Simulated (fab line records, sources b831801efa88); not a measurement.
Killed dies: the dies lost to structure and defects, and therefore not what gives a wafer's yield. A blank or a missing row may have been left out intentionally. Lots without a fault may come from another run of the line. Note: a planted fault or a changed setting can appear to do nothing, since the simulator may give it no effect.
Matching of chambers :: flow gf180mcu :: cmp-02 running GF_V5_CMP_26: 4 sister chambers
The step polishes, stops on SiO2, t overpolish 15 s, target thk 0 nm. 18 wafers are shown with their chamber, then 9 later ones without.

WAFERS, EACH WITH ITS CHAMBER
wafer: L784.4
chamber: 3
motor-current-A (A): 11.2
time-to-endpoint-s (s): 86
slurry-filter-dp-kPa (kPa): 13.55

wafer: L784.5
chamber: 0
motor-current-A (A): 11.8
time-to-endpoint-s (s): 85
slurry-filter-dp-kPa (kPa): 13.56

wafer: L784.6
chamber: 1
motor-current-A (A): 11.5
time-to-endpoint-s (s): 85
slurry-filter-dp-kPa (kPa): 13.49

wafer: L787.1
chamber: 3
motor-current-A (A): 11.3
time-to-endpoint-s (s): 85
slurry-filter-dp-kPa (kPa): 13.84

wafer: L787.4
chamber: 2
motor-current-A (A): 9.8
time-to-endpoint-s (s): 86
slurry-filter-dp-kPa (kPa): 13.48

wafer: L787.5
chamber: 3
motor-current-A (A): 11.2
time-to-endpoint-s (s): 85
slurry-filter-dp-kPa (kPa): 13.41

wafer: L790.1
chamber: 1
motor-current-A (A): 11.6
time-to-endpoint-s (s): 87
slurry-filter-dp-kPa (kPa): 13.57

wafer: L790.5
chamber: 3
motor-current-A (A): 10.8
time-to-endpoint-s (s): 85
slurry-filter-dp-kPa (kPa): 13.29

wafer: L790.6
chamber: 0
motor-current-A (A): 12.3
time-to-endpoint-s (s): 88
slurry-filter-dp-kPa (kPa): 13.32

wafer: L791.1
chamber: 2
motor-current-A (A): 9.7
time-to-endpoint-s (s): 89
slurry-filter-dp-kPa (kPa): 13.35

wafer: L791.3
chamber: 0
motor-current-A (A): 12.2
time-to-endpoint-s (s): 86
slurry-filter-dp-kPa (kPa): 13.36

wafer: L791.5
chamber: 0
motor-current-A (A): 12.9
time-to-endpoint-s (s): 87
slurry-filter-dp-kPa (kPa): 13.51

wafer: L792.2
chamber: 0
motor-current-A (A): 12.6
time-to-endpoint-s (s): 85
slurry-filter-dp-kPa (kPa): 13.53

wafer: L792.4
chamber: 3
motor-current-A (A): 10.7
time-to-endpoint-s (s): 85
slurry-filter-dp-kPa (kPa): 13.35

wafer: L792.5
chamber: 1
motor-current-A (A): 11.1
time-to-endpoint-s (s): 83
slurry-filter-dp-kPa (kPa): 13.58

wafer: L795.1
chamber: 0
motor-current-A (A): 11.9
time-to-endpoint-s (s): 86
slurry-filter-dp-kPa (kPa): 13.47

wafer: L795.4
chamber: 1
motor-current-A (A): 11.0
time-to-endpoint-s (s): 82
slurry-filter-dp-kPa (kPa): 13.51

wafer: L795.5
chamber: 3
motor-current-A (A): 11.0
time-to-endpoint-s (s): 85
slurry-filter-dp-kPa (kPa): 13.45

SIGNATURES, as means of the wafers listed above
reading: motor-current-A
chamber 0: 12.283
chamber 1: 11.300
chamber 2: 9.750
chamber 3: 11.033
scatter within a chamber: 0.319

reading: time-to-endpoint-s
chamber 0: 86.17
chamber 1: 84.25
chamber 2: 87.50
chamber 3: 85.17
scatter within a chamber: 1.39

reading: slurry-filter-dp-kPa
chamber 0: 13.4583
chamber 1: 13.5375
chamber 2: 13.4150
chamber 3: 13.4817
scatter within a chamber: 0.135
Rule: a wafer lies at a distance from a chamber equal to the root of the sum of squares, over the readings, of (its reading less the chamber's mean, divided by the reading's scatter). The wafer belongs to the nearest chamber; if the next one is less than 2 further off, it can't be placed. The scatter: the root of (the sum of the squares of (reading less its chamber's mean) over the shown wafers, divided by (wafers less chambers)).

WAFERS WITHOUT THEIR CHAMBER
wafer: L797.1
motor-current-A (A): 11.6
time-to-endpoint-s (s): 86
slurry-filter-dp-kPa (kPa): 13.41

wafer: L797.3
motor-current-A (A): 10.9
time-to-endpoint-s (s): 84
slurry-filter-dp-kPa (kPa): 13.61

wafer: L797.4
motor-current-A (A): 10.6
time-to-endpoint-s (s): 84
slurry-filter-dp-kPa (kPa): 13.46

wafer: L800.4
motor-current-A (A): 12.8
time-to-endpoint-s (s): 86
slurry-filter-dp-kPa (kPa): 13.54

wafer: L800.5
motor-current-A (A): 10.2
time-to-endpoint-s (s): 84
slurry-filter-dp-kPa (kPa): 13.26

wafer: L800.6
motor-current-A (A): 12.0
time-to-endpoint-s (s): 82
slurry-filter-dp-kPa (kPa): 13.64

wafer: L801.2
motor-current-A (A): 12.2
time-to-endpoint-s (s): 88
slurry-filter-dp-kPa (kPa): 13.59

wafer: L801.4
motor-current-A (A): 10.6
time-to-endpoint-s (s): 86
slurry-filter-dp-kPa (kPa): 13.32

wafer: L801.5
motor-current-A (A): 11.8
time-to-endpoint-s (s): 84
slurry-filter-dp-kPa (kPa): 13.58

THE CHAMBER EACH PASSED THROUGH
wafer: L797.1
from the rows above: can't be placed: 1 or 3 or 0
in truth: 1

wafer: L797.3
from the rows above: can't be placed: 3 or 1
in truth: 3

wafer: L797.4
from the rows above: can't be placed: 3 or 1
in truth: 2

wafer: L800.4
from the rows above: 0
in truth: 0

wafer: L800.5
from the rows above: can't be placed: 2 or 3 or 1
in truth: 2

wafer: L800.6
from the rows above: can't be placed: 1 or 0 or 3
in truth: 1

wafer: L801.2
from the rows above: 0
in truth: 0

wafer: L801.4
from the rows above: can't be placed: 3 or 2 or 1
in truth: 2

wafer: L801.5
from the rows above: can't be placed: 1 or 0 or 3
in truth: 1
2 of 9 placed correctly. From these rows, 7 cannot be placed; in 6 the true chamber is one of the candidates. Number placed wrongly: 0.
